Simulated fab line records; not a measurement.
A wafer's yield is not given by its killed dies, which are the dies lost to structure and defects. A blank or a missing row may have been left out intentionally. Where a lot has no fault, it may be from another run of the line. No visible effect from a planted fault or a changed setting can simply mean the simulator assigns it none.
fab line records    flow sky130
record lots=5  wafers=15  last_day=50
route steps=708 shown VIA2@527 METAL3@532 CAPM@537 PAD_OPEN@708
lots untouched by any fault: they come from a run of this same line in which no faults occurred
start_h: start of the lot's first displayed wafer, in hours after the record's first day    wait_h: hours from the lot's prior step to this one    " as in the row above    L1.1+2: a single row standing in for several wafers    - either no value or no given start    * or withheld: withheld    < > ~ a bound
route shown NAME@n: names a module that has steps shown in the file, with the first one's number in the route    usual: mean/standard deviation of fault-free wafers    same: alike in all rows    chamber/n: place in a boat    sites: each site's reading    _std_site: standard deviation across them    _edge_site: the outer-site mean with the inner-site mean subtracted    radius_mm: for every site, how far away it sits from the centre of the wafer    mask NAME#n: copy n    behind: the last tool/chamber to shape the wafer    hold: reason for holding the lot/hours on hold/outcome of the hold    device: which transistor (n, p or np) failed to switch    end of line: the same wafers' tests at the end of the route    step lacking rows: just its recipe    killed: dies lost to structure and defects at the first sort, not the wafer's yield    map: the dies of a wafer, with x for killed, . for not killed, _ for no die there
set.NAME: setting as actually run; set.NAME@STEP: the setting as run at that earlier step    model.NAME: the simulator's own value behind a step, which no gauge read
a table for each step, a row for each wafer; lots at some steps of the route
services: a tool's chamber out of use, with start hour (start_h, from the record's first day; less than 0 if before it), hours out, and reason
## steps
# step SKY_VIA2_SPUTTER_20
# recipe material=TiN  target_thk_nm=20  chamber_pressure_pa=5  power_w=4000  time_s=80
# usual cathode_dc_power_W=3999.9/0.7  throttle_valve_pct=30.0/1.2
lot.wafer  tool            chamber  start_h  wait_h  cathode_dc_power_W  throttle_valve_pct
L495.1     pvd_sputter-02  -        864.36   0.0     4000.6              30.3
L495.4     "               -        "        "       3999.3              28.2
L495.5     "               -        "        "       4000.7              29.4
L501.1     pvd_sputter-02  -        925.27   0.0     3999.7              31.4
L501.3     "               -        "        "       3999.7              30.2
L501.4     "               -        "        "       3999.6              28.5
L508.1     pvd_sputter-03  -        984.46   0.0     4000.8              30.6
L508.2     "               -        "        "       4000.5              29.8
L508.5     "               -        "        "       3999.8              29.0
L513.2     pvd_sputter-03  -        1005.16  0.0     4000.2              29.1
L513.3     "               -        "        "       4000.3              30.7
L513.5     "               -        "        "       4000.4              30.7
L515.2     pvd_sputter-03  -        1025.05  0.0     4000.0              29.4
L515.3     "               -        "        "       3999.4              29.0
L515.4     "               -        "        "       4000.2              30.8
# step SKY_VIA2_CVD_21
# recipe material=W  target_thk_nm=420  time_s=126.4  temp_c=400  pressure_torr=40
# step SKY_VIA2_RS_MEAS_22
# recipe thk_meas_gauge=four-point-probe  reads=W_of_VIA2_CVD_21+TiN_of_VIA2_SPUTTER_20
# usual VIA2_W_RS=0.274/0.0032
lot.wafer  tool           chamber  start_h  wait_h  VIA2_W_RS[ohm/sq]
L495.1     film_metro-01  -        864.55   0.1     0.270
L495.4     "              -        "        "       0.273
L495.5     "              -        "        "       0.268
L501.1     film_metro-01  -        925.46   0.1     0.274
L501.3     "              -        "        "       0.275
L501.4     "              -        "        "       0.274
L508.1     film_metro-03  -        984.65   0.1     0.276
L508.2     "              -        "        "       0.272
L508.5     "              -        "        "       0.274
L513.2     film_metro-01  -        1005.38  0.1     0.272
L513.3     "              -        "        "       0.274
L513.5     "              -        "        "       0.272
L515.2     film_metro-01  -        1025.26  0.1     0.273
L515.3     "              -        "        "       0.271
L515.4     "              -        "        "       0.269
# step SKY_VIA2_THK_MEAS_23
# recipe thk_meas_gauge=xrf  reads=W_of_VIA2_CVD_21
# usual VIA2_W_THK=426/6.2
lot.wafer  tool           chamber  start_h  wait_h  VIA2_W_THK[nm]
L495.1     film_metro-01  -        864.67   0.1     430
L495.4     "              -        "        "       425
L495.5     "              -        "        "       437
L501.1     film_metro-01  -        925.58   0.1     421
L501.3     "              -        "        "       420
L501.4     "              -        "        "       424
L508.1     film_metro-03  -        984.77   0.1     422
L508.2     "              -        "        "       427
L508.5     "              -        "        "       421
L513.2     film_metro-01  -        1005.49  0.1     431
L513.3     "              -        "        "       428
L513.5     "              -        "        "       432
L515.2     film_metro-01  -        1025.37  0.1     428
L515.3     "              -        "        "       427
L515.4     "              -        "        "       431
# step SKY_VIA2_CMP_24
# recipe stop_on=SiO2  t_overpolish_s=20  down_force_psi=3.5  platen_rpm=60  target_thk_nm=0  pad_velocity_m_s=0.94248
# usual motor_current_A=11.0/0.98  overpolish_run_s=20.000/0.0081  time_to_endpoint_s=101/3.4
lot.wafer  tool    chamber  start_h  wait_h  motor_current_A  overpolish_run_s  time_to_endpoint_s
L495.4     cmp-01  0        864.73   0.0     9.0              20.020            103
L495.1     "       3        "        "       11.3             20.000            104
L495.5     "       0        "        "       9.5              20.005            107
L501.1     cmp-01  2        925.64   0.1     11.4             19.992            106
L501.4     "       3        "        "       11.5             20.003            101
L501.3     "       1        "        "       11.1             20.007            103
L508.2     cmp-01  3        984.83   0.0     11.0             19.999            98
L508.1     "       0        "        "       9.3              19.998            95
L508.5     "       0        "        "       9.4              20.002            100
L513.2     cmp-01  3        1005.64  0.1     11.2             19.998            97
L513.3     "       0        "        "       8.7              20.002            99
L513.5     "       1        "        "       10.8             19.992            106
L515.2     cmp-02  1        1025.42  0.0     9.5              20.015            101
L515.3     "       2        "        "       12.3             19.998            101
L515.4     "       3        "        "       12.3             19.995            106
# step SKY_METAL3_SPUTTER_00
# recipe material=Ti  target_thk_nm=15  power_w=3000  time_s=10  chamber_pressure_pa=0.4
# step SKY_METAL3_SPUTTER_01
# recipe material=TiN  target_thk_nm=20  power_w=6500  time_s=16.7  chamber_pressure_pa=0.4
# usual cathode_dc_power_W=6499.9/1.2  throttle_valve_pct=30.0/1.3
lot.wafer  tool            chamber  start_h  wait_h  cathode_dc_power_W  throttle_valve_pct
L495.1     pvd_sputter-01  -        865.06   0.0     6502.4              32.7
L495.4     "               -        "        "       6501.3              29.9
L495.5     "               -        "        "       6497.9              32.7
L501.1     pvd_sputter-04  -        925.96   0.0     6500.1              30.1
L501.3     "               -        "        "       6501.2              28.9
L501.4     "               -        "        "       6500.3              31.0
L508.1     pvd_sputter-02  -        985.15   0.0     6499.6              29.1
L508.2     "               -        "        "       6501.2              30.3
L508.5     "               -        "        "       6498.1              31.5
L513.2     pvd_sputter-02  -        1005.86  0.0     6499.9              31.5
L513.3     "               -        "        "       6498.5              28.4
L513.5     "               -        "        "       6500.3              28.3
L515.2     pvd_sputter-01  -        1025.74  0.0     6500.2              33.0
L515.3     "               -        "        "       6500.7              29.7
L515.4     "               -        "        "       6500.2              30.1
# step SKY_METAL3_SPUTTER_02
# recipe material=AlCu  target_thk_nm=735  power_w=10600  time_s=39.1  chamber_pressure_pa=0.4
# step SKY_METAL3_SPUTTER_03
# recipe material=Ti  target_thk_nm=5  power_w=3000  time_s=3.3  chamber_pressure_pa=0.4
# usual cathode_dc_power_W=2999.9/0.52  throttle_valve_pct=30.0/1.2
lot.wafer  tool            chamber  start_h  wait_h  cathode_dc_power_W  throttle_valve_pct
L495.1     pvd_sputter-01  -        865.12   0.0     3000.4              32.8
L495.4     "               -        "        "       3000.1              29.7
L495.5     "               -        "        "       2999.7              32.9
L501.1     pvd_sputter-04  -        926.03   0.0     3000.6              29.8
L501.3     "               -        "        "       3000.2              29.0
L501.4     "               -        "        "       3000.0              31.0
L508.1     pvd_sputter-02  -        985.22   0.0     3000.4              29.5
L508.2     "               -        "        "       2999.5              30.3
L508.5     "               -        "        "       2999.4              31.8
L513.2     pvd_sputter-02  -        1005.92  0.0     2999.9              31.5
L513.3     "               -        "        "       3000.4              28.3
L513.5     "               -        "        "       3000.3              28.5
L515.2     pvd_sputter-01  -        1025.80  0.0     3001.2              32.8
L515.3     "               -        "        "       2999.8              29.7
L515.4     "               -        "        "       3000.9              30.4
# step SKY_METAL3_SPUTTER_04
# recipe material=TiN  target_thk_nm=70  power_w=6500  time_s=58.3  chamber_pressure_pa=0.4
# usual cathode_dc_power_W=6499.9/1.2  throttle_valve_pct=30.0/1.2
lot.wafer  tool            chamber  start_h  wait_h  cathode_dc_power_W  throttle_valve_pct
L495.1     pvd_sputter-01  -        865.14   0.0     6500.4              32.9
L495.4     "               -        "        "       6501.9              29.7
L495.5     "               -        "        "       6499.9              33.1
L501.1     pvd_sputter-04  -        926.05   0.0     6501.5              29.7
L501.3     "               -        "        "       6501.1              29.4
L501.4     "               -        "        "       6501.4              31.3
L508.1     pvd_sputter-02  -        985.24   0.0     6499.7              29.4
L508.2     "               -        "        "       6500.6              30.1
L508.5     "               -        "        "       6500.2              31.7
L513.2     pvd_sputter-02  -        1005.94  0.0     6500.0              31.5
L513.3     "               -        "        "       6499.9              28.2
L513.5     "               -        "        "       6501.9              28.5
L515.2     pvd_sputter-01  -        1025.82  0.0     6500.8              32.7
L515.3     "               -        "        "       6498.4              30.0
L515.4     "               -        "        "       6500.1              30.1
# step SKY_CAPM_CVD_00
# recipe material=SiO2  target_thk_nm=15.5  temp_c=400  time_s=withheld  rf_w=450
# step SKY_CAPM_THK_MEAS_01
# recipe reads=SiO2_of_CAPM_CVD_00
# usual CAPM_CVD_00_THK=15.50/0.23
lot.wafer  tool           chamber  start_h  wait_h  CAPM_CVD_00_THK[nm]
L495.1     film_metro-01  -        865.21   -       15.17
L495.4     "              -        "        "       15.51
L495.5     "              -        "        "       15.52
L501.1     film_metro-03  -        926.12   -       15.30
L501.3     "              -        "        "       15.18
L501.4     "              -        "        "       15.66
L508.1     film_metro-03  -        985.31   -       15.06
L508.2     "              -        "        "       15.24
L508.5     "              -        "        "       15.57
L513.2     film_metro-02  -        1006.02  -       15.74
L513.3     "              -        "        "       15.77
L513.5     "              -        "        "       15.75
L515.2     film_metro-01  -        1025.90  -       15.41
L515.3     "              -        "        "       15.64
L515.4     "              -        "        "       15.73
# step SKY_CAPM_SPUTTER_02
# recipe material=TiN  target_thk_nm=200  temp_c=300  power_w=6500  time_s=166.7  chamber_pressure_pa=0.4
# usual cathode_dc_power_W=6500.0/1.1  throttle_valve_pct=30.0/0.9
lot.wafer  tool            chamber  start_h  wait_h  cathode_dc_power_W  throttle_valve_pct  model.TiN_of_CAPM_SPUTTER_02.thk_nm
L495.1     pvd_sputter-04  -        865.27   0.1     6498.7              30.8                201.6
L495.4     "               -        "        "       6500.0              29.7                201
L495.5     "               -        "        "       6499.3              29.2                202.8
L501.1     pvd_sputter-03  -        926.18   0.1     6499.7              30.8                198.2
L501.3     "               -        "        "       6498.4              30.9                199.3
L501.4     "               -        "        "       6498.1              29.8                199.8
L508.1     pvd_sputter-03  -        985.37   0.1     6501.3              28.8                201.9
L508.2     "               -        "        "       6499.7              30.9                201.3
L508.5     "               -        "        "       9224.1              29.8                283.5
L513.2     pvd_sputter-04  -        1006.07  0.0     6498.9              31.1                200.2
L513.3     "               -        "        "       6499.6              29.8                198.6
L513.5     "               -        "        "       6500.7              30.9                199.7
L515.2     pvd_sputter-02  -        1025.95  0.0     6499.3              28.7                200.2
L515.3     "               -        "        "       6501.3              31.5                201.8
L515.4     "               -        "        "       6499.1              29.6                201.3
# step SKY_CAPM_RS_MEAS_03
# recipe thk_meas_gauge=four-point-probe  reads=TiN_of_CAPM_SPUTTER_02
# usual CAPM_TIN_RS=6.91/0.076
lot.wafer  tool           chamber  start_h  wait_h  CAPM_TIN_RS[ohm/sq]
L495.1     film_metro-02  -        865.38   0.1     6.84
L495.4     "              -        "        "       6.86
L495.5     "              -        "        "       6.81
L501.1     film_metro-01  -        926.29   0.1     6.98
L501.3     "              -        "        "       6.95
L501.4     "              -        "        "       6.93
L508.1     film_metro-01  -        985.48   0.1     6.85
L508.2     "              -        "        "       6.87
L508.5     "              -        "        "       4.85
L513.2     film_metro-03  -        1006.20  0.1     6.91
L513.3     "              -        "        "       6.95
L513.5     "              -        "        "       6.92
L515.2     film_metro-03  -        1026.08  0.1     6.90
L515.3     "              -        "        "       6.85
L515.4     "              -        "        "       6.87
# step SKY_CAPM_THK_MEAS_04
# recipe thk_meas_gauge=xrf  reads=TiN_of_CAPM_SPUTTER_02
# usual CAPM_TIN_THK=199.9/2.3
lot.wafer  tool           chamber  start_h  wait_h  CAPM_TIN_THK[nm]
L495.1     film_metro-02  -        865.50   0.1     200.1
L495.4     "              -        "        "       200.3
L495.5     "              -        "        "       201.3
L501.1     film_metro-01  -        926.41   0.1     197.5
L501.3     "              -        "        "       198.4
L501.4     "              -        "        "       198.6
L508.1     film_metro-01  -        985.60   0.1     202.4
L508.2     "              -        "        "       202.3
L508.5     "              -        "        "       284.1
L513.2     film_metro-03  -        1006.31  0.1     200.7
L513.3     "              -        "        "       198.0
L513.5     "              -        "        "       200.3
L515.2     film_metro-03  -        1026.19  0.1     200.8
L515.3     "              -        "        "       201.4
L515.4     "              -        "        "       200.1
# step SKY_CAPM_DEHYDRATE_05
# recipe temp_c=200  time_s=60
# step SKY_CAPM_HMDS_06
# recipe prime_time_s=60  prime_temp_c=120
# step SKY_CAPM_COAT_07
# recipe resist=NOVOLAK  spin_rpm=3000  resist_thk_nm=1140
# step SKY_CAPM_SOFTBAKE_08
# recipe temp_c=90  time_s=60  resist=NOVOLAK
# step SKY_CAPM_EXPOSE_09
# recipe mask_id=CAPM  na=0.6  source_shape=conventional  sigma_outer=0.6  polarization=unpolarized  target_cd_nm=1000  dose_mj=159
# step SKY_CAPM_PEB_10
# recipe temp_c=withheld  time_s=*  resist=NOVOLAK
# step SKY_CAPM_DEVELOP_11
# recipe resist=NOVOLAK  developer=TMAH  develop_time_s=60  dev_temp_c=23
# step SKY_CAPM_OVL_MEAS_12
# usual CAPM_OVL=0.7/1.4
lot.wafer  tool        chamber  start_h  wait_h  CAPM_OVL[nm]
L495.1     overlay-01  -        891.41   0.1     0.1
L495.4     "           -        "        "       -0.4
L495.5     "           -        "        "       0.1
L501.1     overlay-02  -        950.62   0.1     2.6
L501.3     "           -        "        "       2.0
L501.4     "           -        "        "       3.0
L508.1     overlay-02  -        1008.16  0.1     -1.3
L508.2     "           -        "        "       0.6
L508.5     "           -        "        "       0.0
L513.2     overlay-01  -        1029.43  0.1     1.8
L513.3     "           -        "        "       2.7
L513.5     "           -        "        "       3.1
L515.2     overlay-02  -        1048.28  0.1     1.5
L515.3     "           -        "        "       1.8
L515.4     "           -        "        "       1.7
# step SKY_CAPM_METAL_ETCH_13
# recipe target_depth_nm=220  stop_on=SiO2  chemistry=Cl2/BCl3  target=TiN  pressure_mtorr=10  icp_w=900  bias_w=48.5  Cl2_flow_sccm=60  bcl3_flow_sccm=30  time_s=62.9
# usual drypump_motor_current_A=5.6/0.48  mfc_cl2_sccm=60.01/0.17  oes_product_au=0.941/0.0074  throttle_valve_pct=21.902/0.0091
lot.wafer  tool          chamber  start_h  wait_h  drypump_motor_current_A  mfc_cl2_sccm  oes_product_au  rf_hours_counter_h  throttle_valve_pct
L495.1     rie_metal-03  0        891.44   0.0     6.0                      59.76         0.940           6                   21.897
L495.4     "             0        "        "       6.0                      59.88         0.944           -                   21.908
L495.5     "             1        "        "       5.2                      59.99         0.943           -                   21.895
L501.1     rie_metal-01  1        950.66   0.0     5.2                      59.79         0.934           10                  21.911
L501.3     "             0        "        "       6.3                      59.90         0.937           -                   21.900
L501.4     "             1        "        "       5.2                      59.77         0.939           -                   21.918
L508.1     rie_metal-02  1        1008.20  0.0     5.1                      60.03         0.944           8                   21.888
L508.2     "             0        "        "       5.7                      60.01         0.939           18                  21.894
L508.5     "             0        "        "       5.7                      60.03         0.997           -                   21.875
L513.2     rie_metal-01  0        1029.46  0.0     6.3                      59.90         0.942           11                  21.907
L513.3     "             0        "        "       6.3                      60.24         0.928           -                   21.897
L513.5     "             0        "        "       6.3                      60.05         0.934           -                   21.907
L515.2     rie_metal-03  0        1048.31  0.0     6.0                      59.84         0.952           13                  21.919
L515.3     "             1        "        "       5.2                      59.65         0.953           -                   21.899
L515.4     "             0        "        "       6.0                      59.98         0.949           -                   21.896
# step SKY_CAPM_STRIP_14
# recipe chemistry=O2/N2  power_w=1400  pressure_mtorr=1500  platen_temp_c=withheld  o2_flow_sccm=3000  n2_flow_sccm=300  overash_fraction=0.5
# step SKY_CAPM_STRIP_15
# recipe chemistry=post_etch_residue_remover  time_s=1200  temp_c=72.5
lot.wafer  tool          chamber  start_h  wait_h  model.TiN_of_CAPM_SPUTTER_02.thk_nm
L495.1     wet_bench-02  3        891.62   0.1     201.2
L495.4     "             3        "        "       200.6
L495.5     "             3        "        "       202.4
L501.1     wet_bench-03  1        950.84   0.1     197.8
L501.3     "             1        "        "       198.9
L501.4     "             1        "        "       199.3
L508.1     wet_bench-03  1        1008.38  0.1     201.5
L508.2     "             1        "        "       200.9
L508.5     "             1        "        "       283.1
L513.2     wet_bench-01  2        1029.64  0.1     199.8
L513.3     "             2        "        "       198.2
L513.5     "             2        "        "       199.2
L515.2     wet_bench-02  0        1048.49  0.1     199.8
L515.3     "             0        "        "       201.4
L515.4     "             0        "        "       200.9
# step SKY_CAPM_CLEAN_16
# recipe chemistry=IPA  time_s=180  temp_c=25
# step SKY_PAD_OPEN_PROBE_99
# usual defect_limited_yield=82.5/1.8  killed_at_M0_to_M3=43/6.6  killed_at_M4_up=3.2/1.8  killed_at_contacts=24/5  killed_at_front_end=15/4.5  killed_at_other=0.2/0.46  killed_dies=86/8.8  killed_on_rim=16/3.4  killed_open=48/6.6  killed_short=38/6.1  sort_bin_3_pad_short=0.8/0.42  sort_bin_5_function=10.4/1.4  sort_bin_6_memory=6.3/1  sort_n_pass=406/8.8  sort_yield_pct=82.5/1.8
# same gross_dies=492  killed_at_back_side=0  sort_bin_4_leakage[%]=0  sort_bin_8_speed[%]=0
lot.wafer  tool       chamber  start_h  wait_h  defect_limited_yield[%]  killed_at_M0_to_M3  killed_at_M4_up  killed_at_contacts  killed_at_front_end  killed_at_other  killed_dies  killed_on_rim  killed_open  killed_short  sort_bin_3_pad_short[%]  sort_bin_5_function[%]  sort_bin_6_memory[%]  sort_n_pass  sort_yield_pct[%]
L495.1     prober-02  -        1090.61  0.1     80.5                     46                  3                20                  27                   0                96           19             47           49            0.6                      10.6                    8.3                   396          80.5
L495.4     prober-02  -        1090.76  0.2     80.7                     47                  1                23                  23                   1                95           18             60           35            0.4                      11.8                    7.1                   397          80.7
L495.5     prober-02  -        1090.81  0.2     81.1                     46                  2                20                  25                   0                93           21             44           49            0.4                      11.4                    7.1                   399          81.1
L501.1     prober-01  -        1136.84  0.1     86.4                     37                  2                19                  8                    1                67           16             38           29            0.4                      7.5                     5.7                   425          86.4
L501.3     prober-01  -        1136.94  0.2     83.7                     33                  1                34                  12                   0                80           12             44           36            1.0                      8.9                     6.3                   412          83.7
L501.4     prober-01  -        1136.99  0.2     84.3                     40                  1                24                  12                   0                77           14             45           32            0.4                      8.3                     6.9                   415          84.3
L508.2     prober-01  -        1181.63  0.1     84.6                     32                  3                31                  9                    1                76           15             40           36            0.8                      9.6                     5.1                   416          84.6
L508.5     prober-01  -        1181.78  0.2     0                        44                  3                24                  16                   405              492          96             47           40            82.5                     12.0                    5.5                   0            0
L515.2     prober-01  -        1208.88  0.1     82.9                     40                  5                20                  19                   0                84           16             43           41            1.0                      10.6                    5.5                   408          82.9
L515.3     prober-01  -        1208.93  0.2     82.7                     50                  6                22                  6                    1                85           14             39           46            1.2                      10.0                    6.1                   407          82.7
L515.4     prober-01  -        1208.98  0.2     81.5                     46                  4                28                  13                   0                91           21             47           44            0.6                      10.2                    7.7                   401          81.5
# killed by level:class
L495.1 VIA1:geometric_particle:open=12 FIELD_ISO:geometric_particle:short=8 CONTACT:geometric_particle:open=7 METAL2:geometric_particle:short=7 CONTACT:geometric_particle:short=6 METAL1:geometric_particle:short=6 POLY_GATE:geometric_particle:open=5 POLY_GATE:geometric_particle:short=5
L495.4 VIA1:geometric_particle:open=15 FIELD_ISO:geometric_particle:open=9 VIA2:geometric_particle:open=9 METAL2:geometric_particle:short=8 CONTACT:geometric_particle:open=7 LI_CONTACT:geometric_particle:open=6 FIELD_ISO:geometric_particle:short=5 VIA1:geometric_particle:short=5
L495.5 VIA1:geometric_particle:open=12 FIELD_ISO:geometric_particle:short=10 CONTACT:geometric_particle:open=7 METAL2:geometric_particle:short=7 POLY_GATE:geometric_particle:open=6 CONTACT:geometric_particle:short=5 VIA2:geometric_particle:short=5 VIA3:geometric_particle:open=5
L501.1 CONTACT:geometric_particle:open=10 VIA2:geometric_particle:open=9 VIA3:geometric_particle:open=7 VIA1:geometric_particle:open=5 CONTACT:geometric_particle:short=4 METAL1:geometric_particle:short=4 FIELD_ISO:geometric_particle:short=3 METAL2:geometric_particle:short=3
L501.3 CONTACT:geometric_particle:open=17 VIA1:geometric_particle:open=8 POLY_GATE:geometric_particle:short=5 LI_CONTACT:geometric_particle:short=5 METAL1:geometric_particle:short=5 POLY_GATE:geometric_particle:open=4 LI_CONTACT:geometric_particle:open=4 LOCAL_INTERCONNECT:geometric_particle:short=4
L501.4 CONTACT:geometric_particle:open=9 VIA1:geometric_particle:open=9 VIA3:geometric_particle:open=8 METAL1:geometric_particle:short=6 LI_CONTACT:geometric_particle:open=5 METAL2:geometric_particle:short=5 LOCAL_INTERCONNECT:geometric_particle:short=4 VIA2:geometric_particle:open=4
L508.2 CONTACT:geometric_particle:open=9 VIA1:geometric_particle:open=9 LOCAL_INTERCONNECT:geometric_particle:short=6 METAL1:geometric_particle:short=6 LI_CONTACT:geometric_particle:short=5 CONTACT:geometric_particle:short=5 METAL2:geometric_particle:short=5 VIA3:geometric_particle:open=5
L508.5 CAPM:area_etch=405 METAL2:geometric_particle:short=12 VIA2:geometric_particle:open=8 CONTACT:geometric_particle:open=7 LI_CONTACT:geometric_particle:open=6 CONTACT:geometric_particle:short=6 VIA3:geometric_particle:open=6 FIELD_ISO:geometric_particle:open=5
L515.2 CONTACT:geometric_particle:open=11 POLY_GATE:geometric_particle:open=6 METAL1:geometric_particle:short=6 VIA1:geometric_particle:short=6 VIA3:geometric_particle:open=6 VIA2:geometric_particle:open=5 FIELD_ISO:geometric_particle:open=4 VIA2:geometric_particle:short=4
L515.3 VIA1:geometric_particle:open=16 METAL1:geometric_particle:short=10 LOCAL_INTERCONNECT:geometric_particle:short=7 METAL2:geometric_particle:short=6 METAL4:geometric_particle:short=6 LI_CONTACT:geometric_particle:open=5 LI_CONTACT:geometric_particle:short=4 CONTACT:geometric_particle:short=4
L515.4 CONTACT:geometric_particle:open=10 VIA3:geometric_particle:open=9 VIA2:geometric_particle:open=8 METAL1:geometric_particle:short=7 LI_CONTACT:geometric_particle:open=6 CONTACT:geometric_particle:short=5 VIA1:geometric_particle:open=5 FIELD_ISO:geometric_particle:short=4
# map L508.5 (x killed, . not)
__________xxxxxxxxxx_________
________xxxxxxxxxxxxxx_______
______xxxxxxxxxxxxxxxxxx_____
_____xxxxxxxxxxxxxxxxxxxx____
____xxxxxxxxxxxxxxxxxxxxxx___
___xxxxxxxxxxxxxxxxxxxxxxxx__
__xxxxxxxxxxxxxxxxxxxxxxxxxx_
_xxxxxxxxxxxxxxxxxxxxxxxxxxxx
_xxxxxxxxxxxxxxxxxxxxxxxxxxxx
_xxxxxxxxxxxxxxxxxxxxxxxxxxxx
_xxxxxxxxxxxxxxxxxxxxxxxxxxxx
_xxxxxxxxxxxxxxxxxxxxxxxxxxxx
_xxxxxxxxxxxxxxxxxxxxxxxxxxxx
_xxxxxxxxxxxxxxxxxxxxxxxxxxxx
_xxxxxxxxxxxxxxxxxxxxxxxxxxxx
__xxxxxxxxxxxxxxxxxxxxxxxxxx_
___xxxxxxxxxxxxxxxxxxxxxxxx__
____xxxxxxxxxxxxxxxxxxxxxx___
_____xxxxxxxxxxxxxxxxxxxx____
______xxxxxxxxxxxxxxxxxx_____
________xxxxxxxxxxxxxx_______
__________xxxxxxxxxx_________
# map L501.3 (x killed, . not)
__________.........._________
________......x...xxx._______
______........x......xx._____
_____...x............x...____
____..xx..................___
___x.xx...x..........x..x..__
__..x......xx..x..x........._
_.................xx.......x.
_..x.........x.............x.
_..x.x.......x.....x........x
_........x....x..x...xx......
_...x....x...................
_xx.x...x..........x.........
_x....x.........x.......x....
_........x.x....x...xx.......
__..x.xx.x.............x.x.._
___..x...........x..x......__
____..x..x...x...x........___
_____..x.x...x...x.......____
______..x....xx...x....._____
________.....x.x.x...._______
__________..x.....x._________
## services
tool            chamber  start_h  hours  kind
cmp-02          -        893.04   1.4    repair
rie_metal-03    -        893.75   14.6   pm
cmp-02          -        902.98   0.9    repair
cmp-02          -        912.00   4.0    pm
cmp-02          -        916.54   2.3    repair
pvd_sputter-04  -        945.82   4.4    repair
rie_metal-03    -        957.29   10.0   pm
cmp-01          -        957.95   0.8    repair
pvd_sputter-04  -        962.53   1.0    repair
rie_metal-02    0        967.83   8.6    repair
pvd_sputter-02  -        974.43   3.5    repair
pvd_sputter-03  -        977.65   3.0    repair
pvd_sputter-02  -        980.73   1.7    repair
rie_metal-02    1        985.34   6.1    repair
wet_bench-03    -        988.12   1.0    repair
wet_bench-01    -        991.57   1.7    repair
cmp-02          -        999.03   0.2    repair
pvd_sputter-04  -        1006.43  4.6    repair
cmp-01          -        1007.05  5.3    pm
cmp-02          -        1017.22  0.7    repair
pvd_sputter-02  -        1018.61  3.8    repair
rie_metal-03    -        1042.06  2.8    pm
rie_metal-02    1        1042.39  22.7   repair
rie_metal-02    -        1043.35  14.6   pm
## key
first_sign step=SKY_CAPM_SPUTTER_02  reading=cathode_dc_power_W  direction=up  sigmas=99+  usual=6500.0  struck=9224.1
effect step=SKY_CAPM_RS_MEAS_03  reading=CAPM_TIN_RS  direction=down  sigmas=27  usual=6.91  struck=4.85
effect step=SKY_CAPM_THK_MEAS_04  reading=CAPM_TIN_THK  direction=up  sigmas=37  usual=199.9  struck=284.1
effect step=SKY_CAPM_METAL_ETCH_13  reading=oes_product_au  direction=up  sigmas=7.5  usual=0.941  struck=0.997
effect step=SKY_PAD_OPEN_PROBE_99  reading=killed_at_other  direction=up  sigmas=99+  usual=0.2  struck=405
model_effect step=SKY_CAPM_SPUTTER_02  value=TiN_of_CAPM_SPUTTER_02.thk_nm  without=199.7  struck=283.5
model_effect step=SKY_CAPM_STRIP_15  value=TiN_of_CAPM_SPUTTER_02.thk_nm  without=199.3  struck=283.1
more_kills_born_at SKY_CAPM_METAL_ETCH_13@rie_metal-02=405
met_at SKY_CAPM_SPUTTER_02
struck_wafers L508.5
later_rows_left_out L508.5
onset_between 926.18 985.37
fault kind=process_parameter_drift  tool=pvd_sputter-03  chamber=-  onset_h=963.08  steps=SKY_CAPM_SPUTTER_02  channel=power_w  offset=*  shape=step  end_h=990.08  acts_in=*  stated=*  scope=struck_wafers_only
# later_rows_left_out: the simulator's readings of these wafers behind a module that went badly wrong aren't trusted and aren't shown, but for the sort
